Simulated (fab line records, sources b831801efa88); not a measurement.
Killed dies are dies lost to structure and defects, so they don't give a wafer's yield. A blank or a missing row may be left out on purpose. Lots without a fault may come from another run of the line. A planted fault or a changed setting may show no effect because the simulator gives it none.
Tool commonality check | flow sky130 | 12 lots, 36 wafers sampled

WHY IT WAS OPENED
At SKY_LI_CONTACT_CD_MEAS_12 the reading cd_nm is flagged on 1 of 12 lots. Wafers without a fault read 170.5 nm, standard deviation 1.7.
Rule: a lot is flagged when every wafer of it that has a number lies more than 4 standard deviations from that mean, or none has a number. The other lots count as sound.

lot  | measured     | on        | cd_nm (nm), wafer by wafer | flag
L281 | day 28 22:10 | cd_sem-01 | 169.5 170.9 167.7          |
L282 | day 30 08:47 | cd_sem-01 | 170.4 170.3 169.4          |
L283 | day 30 09:25 | cd_sem-01 | 169.5 169.4 169.9          |
L287 | day 31 00:36 | cd_sem-01 | 171.2 172.2 169.7          |
L289 | day 32 01:05 | cd_sem-02 | 170.8 170.5 170.6          |
L294 | day 33 14:27 | cd_sem-02 | 137.6 138.9 139.0          | FLAGGED
L295 | day 33 15:34 | cd_sem-01 | 172.4 173.0 172.5          |
L300 | day 35 11:46 | cd_sem-01 | 169.1 168.9 169.5          |
L301 | day 36 01:34 | cd_sem-02 | 168.6 169.5 168.3          |
L302 | day 36 18:10 | cd_sem-01 | 171.2 172.8 171.4          |
L304 | day 37 11:19 | cd_sem-02 | 169.4 169.3 169.4          |
L303 | day 37 13:10 | cd_sem-01 | 168.4 169.2 168.2          |
The numbers of the flagged lots are 138.5 nm on average: -32.0 nm against the usual, or -19 standard deviations.

WHICH TOOL RAN EACH LOT
The record holds 2 process steps before the reading, out of a route of 708 steps. In each cell: the tool, then ch and the chambers that the sampled wafers went through, then the start.
lot  | flag    | SKY_SPACER_ETCHBACK_02             | SKY_LI_CONTACT_EXPOSE_09
L281 |         | rie_diel-03 ch 0,1,3, day 22 16:47 | krf_scanner-02 ch 0, day 28 08:13
L282 |         | rie_diel-03 ch 0,3, day 24 06:43   | krf_scanner-02 ch 0, day 29 19:17
L283 |         | rie_diel-04 ch 0,1, day 24 06:43   | krf_scanner-01 ch 0, day 29 19:38
L287 |         | rie_diel-03 ch 0,2,3, day 24 21:35 | krf_scanner-02 ch 0, day 30 10:48
L289 |         | rie_diel-03 ch 0,1,3, day 26 02:05 | krf_scanner-01 ch 0, day 31 11:33
L294 | FLAGGED | rie_diel-04 ch 2,3, day 27 20:16   | krf_scanner-02 ch 0, day 33 01:41
L295 |         | rie_diel-03 ch 0,1,2, day 27 20:16 | krf_scanner-02 ch 0, day 33 02:11
L300 |         | rie_diel-03 ch 1,2,3, day 29 18:39 | krf_scanner-02 ch 0, day 34 22:51
L301 |         | rie_diel-04 ch 0,1,3, day 30 08:25 | krf_scanner-02 ch 0, day 35 12:19
L302 |         | rie_diel-02 ch 0,2, day 31 04:41   | krf_scanner-02 ch 0, day 36 05:34
L304 |         | rie_diel-04 ch 1,3, day 31 21:43   | krf_scanner-02 ch 0, day 36 22:28
L303 |         | rie_diel-03 ch 1,2,3, day 31 23:59 | krf_scanner-02 ch 0, day 37 00:32
What these steps do:
- SKY_SPACER_ETCHBACK_02: etches Si3N4 in CH3F/O2, stops on SiO2, time 46.7 s, target depth 45 nm.
- SKY_LI_CONTACT_EXPOSE_09: exposes mask LICM1, target cd 170 nm.
- SKY_LI_CONTACT_CD_MEAS_12: target cd 170 nm.

FLAGGED OVER TOTAL, TOOL BY TOOL (the gauges that took the reading come last)
step                      | tool           | lots run | flagged | share of the flagged lots | sound lots run after its first flagged lot
SKY_SPACER_ETCHBACK_02    | rie_diel-02    | 1        | 0       | none                      | -
SKY_SPACER_ETCHBACK_02    | rie_diel-03    | 7        | 0       | none                      | -
SKY_SPACER_ETCHBACK_02    | rie_diel-04    | 4        | 1       | all                       | 2 (L301,L304)
SKY_LI_CONTACT_EXPOSE_09  | krf_scanner-01 | 2        | 0       | none                      | -
SKY_LI_CONTACT_EXPOSE_09  | krf_scanner-02 | 10       | 1       | all                       | 6 (L295,L300,L301,L302,L304,L303)
SKY_LI_CONTACT_CD_MEAS_12 | cd_sem-01      | 8        | 0       | none                      | -
SKY_LI_CONTACT_CD_MEAS_12 | cd_sem-02      | 4        | 1       | all                       | 2 (L301,L304)

WHAT THE TABLE ALLOWS
3 rows of the table ran every flagged lot: rie_diel-04 at SKY_SPACER_ETCHBACK_02, krf_scanner-02 at SKY_LI_CONTACT_EXPOSE_09, cd_sem-02 at SKY_LI_CONTACT_CD_MEAS_12.
- rie_diel-04 at SKY_SPACER_ETCHBACK_02: 1 of its 4 lots flagged. Sound lots ran on it after the first flagged one (L301, L304), which a lasting fault on the whole tool wouldn't allow.
- krf_scanner-02 at SKY_LI_CONTACT_EXPOSE_09: 1 of its 10 lots flagged. Sound lots ran on it after the first flagged one (L295, L300, L301, L302, L304, L303), which a lasting fault on the whole tool wouldn't allow.
- cd_sem-02 at SKY_LI_CONTACT_CD_MEAS_12: 1 of its 4 lots flagged. Sound lots ran on it after the first flagged one (L301, L304), which a lasting fault on the whole tool wouldn't allow.
No row of the table ran every flagged lot and no sound lot after the first.

WHAT THE SIMULATOR HAD PUT IN
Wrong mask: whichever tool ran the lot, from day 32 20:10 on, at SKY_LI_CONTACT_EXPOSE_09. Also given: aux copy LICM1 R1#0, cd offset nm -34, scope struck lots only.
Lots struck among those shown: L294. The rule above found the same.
